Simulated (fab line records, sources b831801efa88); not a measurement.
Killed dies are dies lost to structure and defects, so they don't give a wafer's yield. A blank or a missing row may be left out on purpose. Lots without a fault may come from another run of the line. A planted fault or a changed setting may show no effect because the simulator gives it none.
Chamber matching | flow sfq_line | SFQ_TRILAYER_A5C_DEP_PECVD_142 on pecvd-04: 3 sister chambers
The step deposits SiO2 from SiH4/N2O, time 15.556 s, target thk 70 nm. 16 wafers are shown with their chamber, then 8 later ones without.

WAFERS WITH THEIR CHAMBER
wafer  | chamber | throttle_valve_pct (%) | heater_power_w (W) | showerhead_vpp_V (V)
L843.3 | 0       | 23.8                   | 103                | 846
L843.5 | 2       | 22.8                   | 64                 | 825
L843.6 | 1       | 22.6                   | 78                 | 838
L846.3 | 1       | 22.6                   | 78                 | 857
L846.5 | 2       | 22.6                   | 67                 | 804
L846.6 | 1       | 22.5                   | 77                 | 848
L848.1 | 1       | 22.6                   | 81                 | 844
L848.5 | 0       | 24.1                   | 98                 | 828
L848.6 | 2       | 22.8                   | 68                 | 814
L853.4 | 1       | 22.7                   | 83                 | 844
L853.5 | 2       | 22.8                   | 69                 | 815
L853.6 | 0       | 24.2                   | 104                | 842
L854.1 | 0       | 24.4                   | 114                | 828
L854.2 | 1       | 22.7                   | 82                 | 848
L854.5 | 2       | 22.7                   | 67                 | 830
L855.2 | 1       | 22.8                   | 78                 | 840

SIGNATURES (means of the wafers above)
reading            | chamber 0 | chamber 1 | chamber 2 | scatter within a chamber
throttle_valve_pct | 24.125    | 22.643    | 22.740    | 0.146
heater_power_w     | 104.75    | 79.57     | 67.00     | 3.75
showerhead_vpp_V   | 836.00    | 845.57    | 817.60    | 8.38
Rule: a wafer's distance from a chamber is the root of the sum, over the readings, of the square of ((its reading less the chamber's mean) divided by the reading's scatter). The wafer belongs to the nearest chamber; if the next one is less than 2 further off, it can't be placed. The scatter: the root of (the sum of the squares of (reading less its chamber's mean) over the shown wafers, divided by (wafers less chambers)).

WAFERS WITHOUT THEIR CHAMBER
wafer  | throttle_valve_pct (%) | heater_power_w (W) | showerhead_vpp_V (V)
L855.4 | 24.4                   | 106                | 829
L855.6 | 22.8                   | 75                 | 828
L858.1 | 23.1                   | 82                 | 812
L858.5 | 22.9                   | 66                 | 833
L858.6 | 24.3                   | 116                | 820
L861.2 | 22.9                   | 65                 | 825
L861.4 | 23.1                   | 66                 | 830
L861.5 | 22.8                   | 80                 | 830

WHICH CHAMBER EACH WENT THROUGH
wafer  | from the rows above     | in truth
L855.4 | 0                       | 0
L855.6 | can't be placed: 2 or 1 | 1
L858.1 | can't be placed: 2 or 1 | 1
L858.5 | 2                       | 2
L858.6 | 0                       | 0
L861.2 | 2                       | 2
L861.4 | 2                       | 2
L861.5 | can't be placed: 1 or 2 | 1
Placed correctly: 5 of 8. Can't be placed from these rows: 3 (the true chamber is among the candidates in 3). Placed wrongly: 0.
